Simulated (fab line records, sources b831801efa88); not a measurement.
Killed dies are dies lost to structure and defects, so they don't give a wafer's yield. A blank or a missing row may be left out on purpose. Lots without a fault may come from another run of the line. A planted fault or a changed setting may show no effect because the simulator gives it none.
A struck lot beside a sound one | flow sfq_line | 14 steps out of a route of 325
Sound: wafers L511.1, L511.3, L511.5. Struck: wafers L526.1, L526.4, L526.5. The cause comes at the end.
At each step with rows: each side's tool, then ch and its chambers, then its first start. Under that, the readings that differ: sound wafers | struck wafers | difference of the means | sigmas: that difference in standard deviations of wafers without a fault.
alike: readings whose means differ by less than 2 such deviations, and words and numbers that are the same on both sides. not compared: withheld readings, readings that some wafer has no value for, bounds like >300 that may hide the same value, and numbers for which the record gives no deviation and whose values overlap.
The two part at a step that has a row with sigmas, a row that says differs or no value, or rows on one side only. Numbers that don't overlap but have no deviation are shown without sigmas and don't part them. A reading that every wafer of one side lacks parts them only if that side has two wafers or more.

first, 1 step without rows for these wafers: SFQ_TRILAYER_JJ_CE_LITHO_DEVELOP_116 (time 60 s).
SFQ_JJ_OVL_MEAS_931:
  sound on overlay-02, day 45 11:20; struck on overlay-02, day 60 22:34
  reading     | sound    | struck | difference | sigmas
  J5_OVL (nm) | -4 -5 -7 | 9 3 9  | +12        | +2
SFQ_TRILAYER_JJ_CE_METRO_MEASURE_117:
  sound on cd_sem-01, day 45 11:23; struck on cd_sem-02, day 60 22:35
  alike: cd_nm
SFQ_TRILAYER_JJ_CE_BARC_OPEN_RIE_150: chemistry O2, target BARC, target depth 240 nm, time 80 s.
  sound on rie_metal-02 ch 1, day 45 12:35; struck on rie_metal-04 ch 0, day 60 23:47
  alike: bias_w, drypump_motor_current_A, oes_product_au, rf_fwd_power_W
  not compared: rf_hours_counter_h
SFQ_TRILAYER_JJ_CE_ETCH_RIE_118: chemistry SF6, target Nb, stops on Al2O3, time 97.7 s, target depth 170 nm.
  sound on rie_metal-02 ch 1, day 45 12:40; struck on rie_metal-04 ch 0, day 60 23:53
  alike: bias_w, drypump_motor_current_A, oes_product_au, rf_fwd_power_W
  not compared: rf_hours_counter_h
then, 1 step without rows for these wafers: SFQ_TRILAYER_JJ_ANODIZE_ANODIZE_119.
SFQ_TRILAYER_JJ_CE_STRIP_STRIP_120: strips in O2.
  sound on rie_metal-02 ch 0,1, day 45 13:19; struck on rie_metal-03 ch 1, day 61 00:32
  alike: drypump_motor_current_A, oes_product_au
  not compared: rf_hours_counter_h
then, 5 steps without rows for these wafers: SFQ_TRILAYER_JJ_CE_STRIP_SOLV_CLEAN_121 (cleans in NMP, time 600 s); SFQ_TRILAYER_M5_LITHO_COAT_128 (resist thk 62 nm); SFQ_TRILAYER_M5_LITHO_COAT_123 (resist thk 600 nm); SFQ_TRILAYER_M5_LITHO_SOFTBAKE_127; SFQ_TRILAYER_M5_LITHO_EXPOSE_124 (exposes mask M5, target cd 700 nm).
-- the record jumps here: 5 days lie between the struck wafers' starts before and after --
SFQ_TRILAYER_M5_LITHO_PEB_126: peb time 60 s.
  sound on litho_track-01 ch 0, day 50 22:51; struck on litho_track-01, day 65 17:18
  no value came back on the struck wafers for chill_plate_temp_C (C), exhaust_pa (Pa); on the sound wafers chill_plate_temp_C (C) reads 22.85 22.83 22.94
then, 1 step without rows for these wafers: SFQ_TRILAYER_M5_LITHO_DEVELOP_125 (time 60 s).

WHERE THEY PART
First at SFQ_JJ_OVL_MEAS_931; last, within this record, at SFQ_TRILAYER_M5_LITHO_PEB_126.

WHY: what the simulator had put in
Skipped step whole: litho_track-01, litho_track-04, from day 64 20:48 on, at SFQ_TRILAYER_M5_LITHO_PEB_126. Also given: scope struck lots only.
